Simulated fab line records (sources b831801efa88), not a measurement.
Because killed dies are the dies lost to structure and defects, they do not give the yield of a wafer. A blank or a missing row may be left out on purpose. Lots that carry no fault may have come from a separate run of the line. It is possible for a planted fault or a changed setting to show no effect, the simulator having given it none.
Commonality check across tools || flow sky130 || 12 lots and 36 wafers in the sample

== WHY THIS WAS OPENED ==
SKY_LDD_LDN_TW_MEAS_13, reading LDD_LDN_TW: flagged on 2 of 12 lots. Fault-free wafers read 1491, with a standard deviation of 10.
Rule: a lot is flagged when every wafer of it that has a number lies more than 4 standard deviations from that mean, or none has a number. The other lots count as sound.

{"lot": "L229", "measured": "day 22 17:09", "on": "film metro-02", "LDD_LDN_TW, wafer by wafer": "1475 1474 1469", "flag": ""}
{"lot": "L230", "measured": "day 23 07:38", "on": "film metro-03", "LDD_LDN_TW, wafer by wafer": "1502 1505 1504", "flag": ""}
{"lot": "L232", "measured": "day 24 10:06", "on": "film metro-04", "LDD_LDN_TW, wafer by wafer": "1475 1481 1484", "flag": ""}
{"lot": "L233", "measured": "day 24 10:10", "on": "film metro-03", "LDD_LDN_TW, wafer by wafer": "1504 1511 1499", "flag": ""}
{"lot": "L234", "measured": "day 24 21:37", "on": "film metro-02", "LDD_LDN_TW, wafer by wafer": "1583 1585 1599", "flag": "FLAGGED"}
{"lot": "L241", "measured": "day 27 23:37", "on": "film metro-04", "LDD_LDN_TW, wafer by wafer": "1589 1587 1586", "flag": "FLAGGED"}
{"lot": "L247", "measured": "day 29 02:20", "on": "film metro-02", "LDD_LDN_TW, wafer by wafer": "1478 1485 1479", "flag": ""}
{"lot": "L246", "measured": "day 29 03:44", "on": "film metro-02", "LDD_LDN_TW, wafer by wafer": "1492 1479 1483", "flag": ""}
{"lot": "L248", "measured": "day 29 12:35", "on": "film metro-02", "LDD_LDN_TW, wafer by wafer": "1486 1481 1491", "flag": ""}
{"lot": "L250", "measured": "day 30 06:32", "on": "film metro-03", "LDD_LDN_TW, wafer by wafer": "1506 1505 1495", "flag": ""}
{"lot": "L251", "measured": "day 30 12:59", "on": "film metro-03", "LDD_LDN_TW, wafer by wafer": "1509 1509 1500", "flag": ""}
{"lot": "L252", "measured": "day 31 14:11", "on": "film metro-04", "LDD_LDN_TW, wafer by wafer": "1481 1491 1477", "flag": ""}
On average the flagged lots' numbers are 1588, which is +97 against the usual, or +10 standard deviations.

== LOT BY LOT: THE TOOL USED ==
Before the reading, the record contains 3 process steps out of a 708-step route. In each cell: the tool, then ch and the chambers that the sampled wafers went through, then the start.
{"lot": "L229", "flag": "", "SKY_SONOS_ONO_STRIP_17": "plasma asher-03 ch 0,1, day 12 14:33", "SKY_LDD_HVP_STRIP_09": "plasma asher-03 ch 0,1, day 21 09:49", "SKY_LDD_LDN_IMPLANT_08": "implanter-01 ch 0, day 22 16:28"}
{"lot": "L230", "flag": "", "SKY_SONOS_ONO_STRIP_17": "plasma asher-02 ch 0,1, day 12 22:27", "SKY_LDD_HVP_STRIP_09": "plasma asher-04 ch 0,1, day 21 23:48", "SKY_LDD_LDN_IMPLANT_08": "implanter-02 ch 0, day 23 06:56"}
{"lot": "L232", "flag": "", "SKY_SONOS_ONO_STRIP_17": "plasma asher-01 ch 0,1, day 13 20:06", "SKY_LDD_HVP_STRIP_09": "plasma asher-04 ch 0,1, day 23 02:56", "SKY_LDD_LDN_IMPLANT_08": "implanter-02 ch 0, day 24 09:25"}
{"lot": "L233", "flag": "", "SKY_SONOS_ONO_STRIP_17": "plasma asher-02 ch 0,1, day 13 22:01", "SKY_LDD_HVP_STRIP_09": "plasma asher-03 ch 0,1, day 23 03:11", "SKY_LDD_LDN_IMPLANT_08": "implanter-03 ch 0, day 24 09:26"}
{"lot": "L234", "flag": "FLAGGED", "SKY_SONOS_ONO_STRIP_17": "plasma asher-03 ch 0,1, day 14 06:38", "SKY_LDD_HVP_STRIP_09": "plasma asher-03 ch 0,1, day 23 14:47", "SKY_LDD_LDN_IMPLANT_08": "implanter-01 ch 0, day 24 20:31"}
{"lot": "L241", "flag": "FLAGGED", "SKY_SONOS_ONO_STRIP_17": "plasma asher-01 ch 0,1, day 17 10:27", "SKY_LDD_HVP_STRIP_09": "plasma asher-02 ch 0,1, day 26 17:35", "SKY_LDD_LDN_IMPLANT_08": "implanter-03 ch 0, day 27 22:37"}
{"lot": "L247", "flag": "", "SKY_SONOS_ONO_STRIP_17": "plasma asher-03 ch 1, day 18 16:05", "SKY_LDD_HVP_STRIP_09": "plasma asher-02 ch 1, day 27 20:59", "SKY_LDD_LDN_IMPLANT_08": "implanter-03 ch 0, day 29 01:39"}
{"lot": "L246", "flag": "", "SKY_SONOS_ONO_STRIP_17": "plasma asher-01 ch 0,1, day 18 13:55", "SKY_LDD_HVP_STRIP_09": "plasma asher-02 ch 0,1, day 27 22:08", "SKY_LDD_LDN_IMPLANT_08": "implanter-03 ch 0, day 29 03:02"}
{"lot": "L248", "flag": "", "SKY_SONOS_ONO_STRIP_17": "plasma asher-01 ch 0,1, day 19 03:20", "SKY_LDD_HVP_STRIP_09": "plasma asher-04 ch 0,1, day 28 07:44", "SKY_LDD_LDN_IMPLANT_08": "implanter-03 ch 0, day 29 11:53"}
{"lot": "L250", "flag": "", "SKY_SONOS_ONO_STRIP_17": "plasma asher-03 ch 0,1, day 19 21:15", "SKY_LDD_HVP_STRIP_09": "plasma asher-02 ch 0,1, day 29 01:59", "SKY_LDD_LDN_IMPLANT_08": "implanter-02 ch 0, day 30 05:52"}
{"lot": "L251", "flag": "", "SKY_SONOS_ONO_STRIP_17": "plasma asher-03 ch 0,1, day 20 04:16", "SKY_LDD_HVP_STRIP_09": "plasma asher-04 ch 1, day 29 08:33", "SKY_LDD_LDN_IMPLANT_08": "implanter-01 ch 0, day 30 12:18"}
{"lot": "L252", "flag": "", "SKY_SONOS_ONO_STRIP_17": "plasma asher-03 ch 0,1, day 21 11:01", "SKY_LDD_HVP_STRIP_09": "plasma asher-04 ch 0,1, day 30 10:08", "SKY_LDD_LDN_IMPLANT_08": "implanter-02 ch 0, day 31 13:29"}
What is done by these steps:
- SKY_SONOS_ONO_STRIP_17: strips in O2/N2.
- SKY_LDD_HVP_STRIP_09: strips in O2/N2.
- SKY_LDD_LDN_IMPLANT_08
- SKY_LDD_LDN_TW_MEAS_13

== FLAGGED OVER TOTAL, TOOL BY TOOL (the gauges that took the reading come last) ==
{"step": "SKY_SONOS_ONO_STRIP_17", "tool": "plasma asher-01", "lots run": 4, "flagged": 1, "share of the flagged lots": "some", "sound lots run after its first flagged lot": "2 (L246,L248)"}
{"step": "SKY_SONOS_ONO_STRIP_17", "tool": "plasma asher-02", "lots run": 2, "flagged": 0, "share of the flagged lots": "none", "sound lots run after its first flagged lot": "-"}
{"step": "SKY_SONOS_ONO_STRIP_17", "tool": "plasma asher-03", "lots run": 6, "flagged": 1, "share of the flagged lots": "some", "sound lots run after its first flagged lot": "4 (L247,L250,L251,L252)"}
{"step": "SKY_LDD_HVP_STRIP_09", "tool": "plasma asher-02", "lots run": 4, "flagged": 1, "share of the flagged lots": "some", "sound lots run after its first flagged lot": "3 (L247,L246,L250)"}
{"step": "SKY_LDD_HVP_STRIP_09", "tool": "plasma asher-03", "lots run": 3, "flagged": 1, "share of the flagged lots": "some", "sound lots run after its first flagged lot": 0}
{"step": "SKY_LDD_HVP_STRIP_09", "tool": "plasma asher-04", "lots run": 5, "flagged": 0, "share of the flagged lots": "none", "sound lots run after its first flagged lot": "-"}
{"step": "SKY_LDD_LDN_IMPLANT_08", "tool": "implanter-01", "lots run": 3, "flagged": 1, "share of the flagged lots": "some", "sound lots run after its first flagged lot": "1 (L251)"}
{"step": "SKY_LDD_LDN_IMPLANT_08", "tool": "implanter-02", "lots run": 4, "flagged": 0, "share of the flagged lots": "none", "sound lots run after its first flagged lot": "-"}
{"step": "SKY_LDD_LDN_IMPLANT_08", "tool": "implanter-03", "lots run": 5, "flagged": 1, "share of the flagged lots": "some", "sound lots run after its first flagged lot": "3 (L247,L246,L248)"}
{"step": "SKY_LDD_LDN_TW_MEAS_13", "tool": "film metro-02", "lots run": 5, "flagged": 1, "share of the flagged lots": "some", "sound lots run after its first flagged lot": "3 (L247,L246,L248)"}
{"step": "SKY_LDD_LDN_TW_MEAS_13", "tool": "film metro-03", "lots run": 4, "flagged": 0, "share of the flagged lots": "none", "sound lots run after its first flagged lot": "-"}
{"step": "SKY_LDD_LDN_TW_MEAS_13", "tool": "film metro-04", "lots run": 3, "flagged": 1, "share of the flagged lots": "some", "sound lots run after its first flagged lot": "1 (L252)"}

== THE TABLE: WHAT IT ALLOWS ==
No row of the table ran every flagged lot.

== WHAT THE SIMULATOR HAD INSERTED ==
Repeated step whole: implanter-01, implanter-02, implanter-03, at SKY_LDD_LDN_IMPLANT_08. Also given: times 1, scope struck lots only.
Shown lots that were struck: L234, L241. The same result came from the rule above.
